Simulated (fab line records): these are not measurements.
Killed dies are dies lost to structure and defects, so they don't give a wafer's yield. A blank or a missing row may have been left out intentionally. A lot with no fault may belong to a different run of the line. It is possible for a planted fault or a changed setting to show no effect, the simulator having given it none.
Code-filled problem report in 8D (eight disciplines) form | flow sky130 | the parts of the form that need people (team, actions taken, sign-off) are left out

## 1. THE ISSUE
At SKY_PAD_OPEN_PROBE_99, killed-at-other averages 59.7 over 6 wafers from 2 lots, while fault-free wafers read 0.3, standard deviation 0.54. So: +99 or more standard deviations from the usual mean.
First observed at day 49 05:37: wafer L829.1, on prober-02. The record has a number at this step for 6 wafers belonging to 2 lots. Rule for "out" (also "out of limits"): further than 4 standard deviations from the usual mean. The rest of the wafers with a number are treated as sound.

## 2. WHAT IT IS; WHAT IT IS NOT
question                    | is                           | is not
which readings at this step | killed-at-other, killed-dies | killed_at_M0_to_M3, killed_at_M4_up, killed-at-contacts, killed-open, killed-short
which lots                  | L828, L829                   | -
which wafers of those lots  | all that have a number       | -
read on which tools         | prober-01, prober-02         | -
when                        | from day 49 05:37            | up to then (0 sound wafers)

## 3. SUSPECTS, AND WHAT RULES EACH OUT
Counting: a tool at a process step up to the reading stays a suspect if it ran every lot that is out and no sound lot after the first of them.
- plasma-asher-03 at SKY_RES_PROTECT_STRIP_07 (strips in O2/N2): kept. It ran every lot that is out, first L828 (day 20 03:42), and no sound lot after that.
After counting, what remains is plasma-asher-03 at SKY_RES_PROTECT_STRIP_07.

## 4. THE CAUSE (what the simulator had put in)
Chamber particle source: plasma-asher-03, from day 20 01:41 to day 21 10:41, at SKY_RES_PROTECT_STRIP_07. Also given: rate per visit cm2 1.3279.
After counting, this tool was the only one left.

## 5. THE EFFECT CHAIN, in route order
Each row: a reading where the mean over the struck wafers with a number is more than 3 standard deviations away from the usual. Only readings for which the record gives a usual standard deviation are gone through. hours: the time from each lot's start at the first step in this table that gives one to its start at this step, as a median over the lots. sigmas: the change in usual standard deviations.
hours | step                  | reading         | usual | on struck wafers | change | sigmas
0     | SKY_PAD_OPEN_PROBE_99 | killed-at-other | 0.3   | 59.7             | +59.4  | +99 or more
0     | SKY_PAD_OPEN_PROBE_99 | killed-dies     | 85    | 140              | +55    | +5.9
Process steps it contains:
- SKY_PAD_OPEN_PROBE_99

## 6. HOW IT WOULD HAVE BEEN CAUGHT EARLIER
In this record no reading fell out of limits until day 49 05:37, 700 hours after the fault had begun at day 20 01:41.
Of the tool readings at SKY_RES_PROTECT_STRIP_07 for which the record gives a usual standard deviation, none was out on any struck wafer, so an alarm limit of 4 standard deviations on them would not have fired.
Lots out: 2; all had begun SKY_RES_PROTECT_STRIP_07 on plasma-asher-03 by day 49 05:37. Holding the tool at that point would not have protected any of them.
